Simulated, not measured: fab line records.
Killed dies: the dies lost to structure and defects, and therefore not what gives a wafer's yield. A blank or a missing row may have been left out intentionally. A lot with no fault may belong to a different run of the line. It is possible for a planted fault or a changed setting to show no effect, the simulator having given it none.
fab line records | flow sky130
record: lots: 12 | wafers: 36 | lastDay: 49
route steps=708 shown METAL2@484 VIA2@507
lots that met no fault: from a run of the same line without faults
startH: the number of hours between the record's first day and the start of the first shown wafer of the lot | waitH: hours elapsed since this lot's preceding step | " the same as in the row above | L1.1+2: one row covering several wafers at once | - value missing, or start not given | * or withheld: withheld | < > ~ a bound
route shown NAME@n: names a module that has steps shown in the file, with the first one's number in the route | usual: mean/standard deviation taken from wafers without a fault | same: alike in all rows | chamber/n: place in a boat | sites: readings site by site | _std_site: standard deviation across them | _edge_site: the outer-site mean with the inner-site mean subtracted | radiusMm: how far each site lies from the wafer's centre | mask NAME#n: copy n | behind: the tool/chamber that last shaped the wafer | hold: reason for holding the lot/hours on hold/outcome of the hold | device: names the non-switching transistor (n, p or np) | end of line: the route-end tests of the same wafers | a step without rows: its recipe alone | killed: dies lost to structure and defects at the first sort, not the wafer's yield | map: dies across one wafer; x = killed, . = not, _ = none there
set.NAME: the setting the step ran with; set.NAME@STEP: the setting that earlier step ran with | model.NAME: the simulator's own value behind a step, which no gauge read
the route's steps for a sample of lots (tables are steps, rows are wafers)
services: from which hour (startH, from the record's first day; less than 0 if before it) a tool's chamber was out of use, for how many hours, and why
== steps ==
step: SKY_METAL2_SPUTTER_01
recipe: material: TiN | targetThkNm: 20 | powerW: 6500 | timeS: 16.7 | chamberPressurePa: 0.4
usual: throttleValvePct: 29.6/1.2
lot.wafer | tool          | chamber | startH | waitH | throttleValvePct
L333.2    | pvdSputter-04 | -       | 786.26 | 0.0   | 30.6
L333.3    | "             | -       | "      | "     | 31.4
L333.4    | "             | -       | "      | "     | 29.4
L334.3    | pvdSputter-02 | -       | 801.36 | 0.0   | 31.4
L334.5    | "             | -       | "      | "     | 29.0
L334.6    | "             | -       | "      | "     | 30.1
L335.1    | pvdSputter-01 | -       | 806.54 | 0.0   | 29.2
L335.2    | "             | -       | "      | "     | 28.0
L335.3    | "             | -       | "      | "     | 29.2
L337.1    | pvdSputter-02 | -       | 815.87 | 0.0   | 28.9
L337.2    | "             | -       | "      | "     | 29.9
L337.6    | "             | -       | "      | "     | 31.8
L340.3    | pvdSputter-01 | -       | 855.26 | 0.0   | 29.3
L340.4    | "             | -       | "      | "     | 29.2
L340.6    | "             | -       | "      | "     | 28.7
L342.4    | pvdSputter-04 | -       | 881.35 | 0.0   | 31.1
L342.5    | "             | -       | "      | "     | 30.4
L342.6    | "             | -       | "      | "     | 29.7
L344.2    | pvdSputter-02 | -       | 885.61 | 0.0   | 31.1
L344.4    | "             | -       | "      | "     | 28.6
L344.6    | "             | -       | "      | "     | 32.1
L345.1    | pvdSputter-01 | -       | 890.16 | 0.0   | 28.4
L345.3    | "             | -       | "      | "     | 28.2
L345.4    | "             | -       | "      | "     | 29.3
L348.1    | pvdSputter-02 | -       | 924.04 | 0.0   | 31.5
L348.3    | "             | -       | "      | "     | 28.9
L348.6    | "             | -       | "      | "     | 29.1
L350.2    | pvdSputter-01 | -       | 932.94 | 0.0   | 29.5
L350.5    | "             | -       | "      | "     | 29.4
L350.6    | "             | -       | "      | "     | 28.0
L351.4    | pvdSputter-02 | -       | 933.89 | 0.0   | 31.2
L351.5    | "             | -       | "      | "     | 28.9
L351.6    | "             | -       | "      | "     | 31.8
L352.2    | pvdSputter-01 | -       | 936.68 | 0.0   | 28.3
L352.5    | "             | -       | "      | "     | 29.2
L352.6    | "             | -       | "      | "     | 28.4
step: SKY_METAL2_RS_MEAS_05
recipe: thkMeasGauge: four-point-probe | reads: TiN_of_METAL2_SPUTTER_04+Ti_of_METAL2_SPUTTER_03+AlCu_of_METAL2_SPUTTER_02+TiN_of_METAL2_SPUTTER_01+Ti_of_METAL2_SPUTTER_00
usual: METAL2_ALCU_RS: 0.1271/0.0013
lot.wafer | tool         | chamber | startH | waitH | METAL2_ALCU_RS[ohm/sq]
L333.2    | filmMetro-04 | -       | 786.40 | 0.0   | 0.1280
L333.3    | "            | -       | "      | "     | 0.1285
L333.4    | "            | -       | "      | "     | 0.1272
L334.3    | filmMetro-03 | -       | 801.52 | 0.1   | 0.1270
L334.5    | "            | -       | "      | "     | 0.1273
L334.6    | "            | -       | "      | "     | 0.1280
L335.1    | filmMetro-02 | -       | 806.66 | 0.0   | 0.1270
L335.2    | "            | -       | "      | "     | 0.1280
L335.3    | "            | -       | "      | "     | 0.1300
L337.1    | filmMetro-02 | -       | 815.99 | 0.0   | 0.1270
L337.2    | "            | -       | "      | "     | 0.1284
L337.6    | "            | -       | "      | "     | 0.1265
L340.3    | filmMetro-02 | -       | 855.42 | 0.1   | 0.1257
L340.4    | "            | -       | "      | "     | 0.1265
L340.6    | "            | -       | "      | "     | 0.1274
L342.4    | filmMetro-04 | -       | 881.53 | 0.1   | 0.1260
L342.5    | "            | -       | "      | "     | 0.1258
L342.6    | "            | -       | "      | "     | 0.1257
L344.2    | filmMetro-04 | -       | 885.75 | 0.0   | 0.1282
L344.4    | "            | -       | "      | "     | 0.1269
L344.6    | "            | -       | "      | "     | 0.1266
L345.1    | filmMetro-02 | -       | 890.28 | 0.0   | 0.1257
L345.3    | "            | -       | "      | "     | 0.1253
L345.4    | "            | -       | "      | "     | 0.1260
L348.1    | filmMetro-04 | -       | 924.16 | 0.0   | 0.1279
L348.3    | "            | -       | "      | "     | 0.1269
L348.6    | "            | -       | "      | "     | 0.1280
L350.2    | filmMetro-02 | -       | 933.08 | 0.0   | 0.1252
L350.5    | "            | -       | "      | "     | 0.1263
L350.6    | "            | -       | "      | "     | 0.1274
L351.4    | filmMetro-02 | -       | 934.07 | 0.1   | 0.1279
L351.5    | "            | -       | "      | "     | 0.1290
L351.6    | "            | -       | "      | "     | 0.1275
L352.2    | filmMetro-03 | -       | 936.82 | 0.0   | 0.1265
L352.5    | "            | -       | "      | "     | 0.1275
L352.6    | "            | -       | "      | "     | 0.1263
step: SKY_METAL2_OVL_MEAS_16
usual: METAL2_OVL: 0/5
lot.wafer | tool       | chamber | startH | waitH | METAL2_OVL[nm]
L333.2    | overlay-01 | -       | 812.67 | 0.1   | -1
L333.3    | "          | -       | "      | "     | -1
L333.4    | "          | -       | "      | "     | 3
L334.3    | overlay-02 | -       | 827.39 | 0.1   | -4
L334.5    | "          | -       | "      | "     | -5
L334.6    | "          | -       | "      | "     | 0
L335.1    | overlay-01 | -       | 833.02 | 0.1   | 2
L335.2    | "          | -       | "      | "     | -2
L335.3    | "          | -       | "      | "     | -5
L337.1    | overlay-01 | -       | 842.22 | 0.1   | 5
L337.2    | "          | -       | "      | "     | 3
L337.6    | "          | -       | "      | "     | 9
L340.3    | overlay-02 | -       | 881.88 | 0.1   | -5
L340.4    | "          | -       | "      | "     | -1
L340.6    | "          | -       | "      | "     | -6
L342.4    | overlay-01 | -       | 906.95 | 0.1   | -4
L342.5    | "          | -       | "      | "     | -1
L342.6    | "          | -       | "      | "     | -6
L344.2    | overlay-02 | -       | 911.37 | 0.1   | 2
L344.4    | "          | -       | "      | "     | 5
L344.6    | "          | -       | "      | "     | 5
L345.1    | overlay-02 | -       | 915.71 | 0.1   | 4
L345.3    | "          | -       | "      | "     | 6
L345.4    | "          | -       | "      | "     | 3
L348.1    | overlay-01 | -       | 948.87 | 0.1   | 0
L348.3    | "          | -       | "      | "     | -2
L348.6    | "          | -       | "      | "     | 7
L350.2    | overlay-02 | -       | 957.56 | 0.1   | 5
L350.5    | "          | -       | "      | "     | 2
L350.6    | "          | -       | "      | "     | -1
L351.4    | overlay-01 | -       | 958.33 | 0.1   | 2
L351.5    | "          | -       | "      | "     | 1
L351.6    | "          | -       | "      | "     | 0
L352.2    | overlay-01 | -       | 961.62 | 0.1   | -3
L352.5    | "          | -       | "      | "     | -4
L352.6    | "          | -       | "      | "     | -5
step: SKY_VIA2_HDPCVD_00
recipe: material: SiO2 | targetThkNm: 1180 | sigmaOpenFrac: 0.3 | timeS: 196.7 | tempC: 400 | sih4FlowSccm: 60 | pressureMtorr: 6
usual: susceptorTempC: 400.03/0.23
lot.wafer | tool      | chamber | startH | waitH | susceptorTempC
L333.2    | hdpcvd-01 | 0       | 813.48 | 0.0   | 399.69
L333.3    | "         | 1       | "      | "     | 400.21
L333.4    | "         | 1       | "      | "     | 399.96
L334.3    | hdpcvd-01 | 2       | 828.24 | 0.0   | 400.09
L334.5    | "         | 0       | "      | "     | 400.12
L334.6    | "         | 1       | "      | "     | 399.71
L335.1    | hdpcvd-01 | 0       | 833.83 | 0.0   | 400.37
L335.2    | "         | 1       | "      | "     | 400.23
L335.3    | "         | 2       | "      | "     | 399.80
L337.1    | hdpcvd-01 | 2       | 843.03 | 0.0   | 399.97
L337.2    | "         | 1       | "      | "     | 399.68
L337.6    | "         | 2       | "      | "     | 399.91
L340.3    | hdpcvd-01 | 1       | 882.78 | 0.0   | 399.89
L340.4    | "         | 0       | "      | "     | 399.91
L340.6    | "         | 2       | "      | "     | 399.90
L342.4    | hdpcvd-02 | 0       | 907.99 | 0.1   | 400.02
L342.5    | "         | 2       | "      | "     | 400.42
L342.6    | "         | 1       | "      | "     | 399.96
L344.2    | hdpcvd-01 | 2       | 912.38 | 0.0   | 399.94
L344.4    | "         | 1       | "      | "     | 400.06
L344.6    | "         | 0       | "      | "     | 400.32
L345.1    | hdpcvd-01 | 0       | 916.73 | 0.0   | 400.11
L345.3    | "         | 2       | "      | "     | 399.78
L345.4    | "         | 0       | "      | "     | 399.64
L348.1    | hdpcvd-02 | 1       | 949.76 | 0.0   | 399.91
L348.3    | "         | 0       | "      | "     | 400.17
L348.6    | "         | 2       | "      | "     | 400.07
L350.2    | hdpcvd-01 | 2       | 958.41 | 0.0   | 400.08
L350.5    | "         | 1       | "      | "     | 399.95
L350.6    | "         | 2       | "      | "     | 400.15
L351.4    | hdpcvd-01 | 1       | 959.18 | 0.1   | 400.23
L351.5    | "         | 0       | "      | "     | 400.05
L351.6    | "         | 2       | "      | "     | 400.09
L352.2    | hdpcvd-01 | 0       | 962.44 | 0.0   | 400.31
L352.5    | "         | 2       | "      | "     | 400.30
L352.6    | "         | 1       | "      | "     | 400.44
step: SKY_VIA2_THK_MEAS_01
recipe: reads: SiO2_of_VIA2_HDPCVD_00
usual: VIA2_HDPCVD_THK: 1176/12
lot.wafer | tool         | chamber | startH | waitH | VIA2_HDPCVD_THK[nm]
L333.2    | filmMetro-02 | -       | 813.62 | 0.1   | 1177
L333.3    | "            | -       | "      | "     | 1179
L333.4    | "            | -       | "      | "     | 1168
L334.3    | filmMetro-01 | -       | 828.38 | 0.1   | 1186
L334.5    | "            | -       | "      | "     | 1187
L334.6    | "            | -       | "      | "     | 1191
L335.1    | filmMetro-02 | -       | 833.96 | 0.1   | 1182
L335.2    | "            | -       | "      | "     | 1182
L335.3    | "            | -       | "      | "     | 1171
L337.1    | filmMetro-01 | -       | 843.16 | 0.1   | 1147
L337.2    | "            | -       | "      | "     | 1176
L337.6    | "            | -       | "      | "     | 1159
L340.3    | filmMetro-01 | -       | 882.92 | 0.1   | 1169
L340.4    | "            | -       | "      | "     | 1190
L340.6    | "            | -       | "      | "     | 1143
L342.4    | filmMetro-03 | -       | 908.08 | 0.0   | 1179
L342.5    | "            | -       | "      | "     | 1181
L342.6    | "            | -       | "      | "     | 1188
L344.2    | filmMetro-01 | -       | 912.51 | 0.1   | 1158
L344.4    | "            | -       | "      | "     | 1171
L344.6    | "            | -       | "      | "     | 1178
L345.1    | filmMetro-01 | -       | 916.86 | 0.1   | 1170
L345.3    | "            | -       | "      | "     | 1175
L345.4    | "            | -       | "      | "     | 1182
L348.1    | filmMetro-01 | -       | 949.89 | 0.1   | 1195
L348.3    | "            | -       | "      | "     | 1171
L348.6    | "            | -       | "      | "     | 1174
L350.2    | filmMetro-02 | -       | 958.54 | 0.1   | 1163
L350.5    | "            | -       | "      | "     | 1176
L350.6    | "            | -       | "      | "     | 1155
L351.4    | filmMetro-01 | -       | 959.28 | 0.0   | 1617
L351.5    | "            | -       | "      | "     | 1621
L351.6    | "            | -       | "      | "     | 1598
L352.2    | filmMetro-02 | -       | 962.58 | 0.1   | 1605
L352.5    | "            | -       | "      | "     | 1597
L352.6    | "            | -       | "      | "     | 1603
== services ==
tool          | chamber | startH | hours | kind
hdpcvd-01     | -       | 779.47 | 0.8   | repair
hdpcvd-02     | -       | 806.88 | 28.1  | pm
hdpcvd-01     | -       | 826.85 | 0.6   | repair
pvdSputter-02 | -       | 831.94 | 8.7   | repair
hdpcvd-02     | -       | 834.98 | 5.5   | pm
pvdSputter-01 | 3       | 838.05 | -     | consumableReplace:kit
pvdSputter-01 | 3       | 838.05 | 18.0  | scheduledDown
pvdSputter-01 | 3       | 838.05 | 18.0  | ventCycle
hdpcvd-02     | 1       | 845.51 | 6.3   | repair
pvdSputter-02 | 2       | 856.35 | -     | consumableReplace:kit
pvdSputter-02 | 2       | 856.35 | 18.0  | scheduledDown
pvdSputter-02 | 2       | 856.35 | 18.0  | ventCycle
hdpcvd-01     | -       | 890.38 | 2.4   | repair
pvdSputter-04 | -       | 917.42 | 2.3   | repair
pvdSputter-01 | 2       | 936.80 | -     | consumableReplace:kit
pvdSputter-01 | 2       | 936.80 | 18.0  | scheduledDown
pvdSputter-01 | 2       | 936.80 | 18.0  | ventCycle
hdpcvd-02     | -       | 950.25 | 15.0  | pm
hdpcvd-02     | 0       | 950.25 | 15.0  | ventCycle
hdpcvd-02     | 1       | 950.25 | 15.0  | ventCycle
hdpcvd-02     | 2       | 950.25 | 15.0  | ventCycle
== key ==
firstSign: step: SKY_VIA2_THK_MEAS_01 | reading: VIA2_HDPCVD_THK | direction: up | sigmas: 36 | usual: 1176 | struck: 1607
effect none on later readings
metAt SKY_VIA2_HDPCVD_00
struckLots L351,L352
notActingAt SKY_METAL2_SPUTTER_01,SKY_METAL2_RS_MEAS_05,SKY_METAL2_OVL_MEAS_16
onsetBetween 958.41 959.18
alsoFits time
fault: kind: processParameterDrift | tool: hdpcvd-01 | chamber: - | onsetH: 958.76 | steps: SKY_VIA2_HDPCVD_00 | channel: targetThkNm | offset: 422.45 | shape: step | endH: 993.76 | actsIn: theseRecipesOnly | stated: 1180
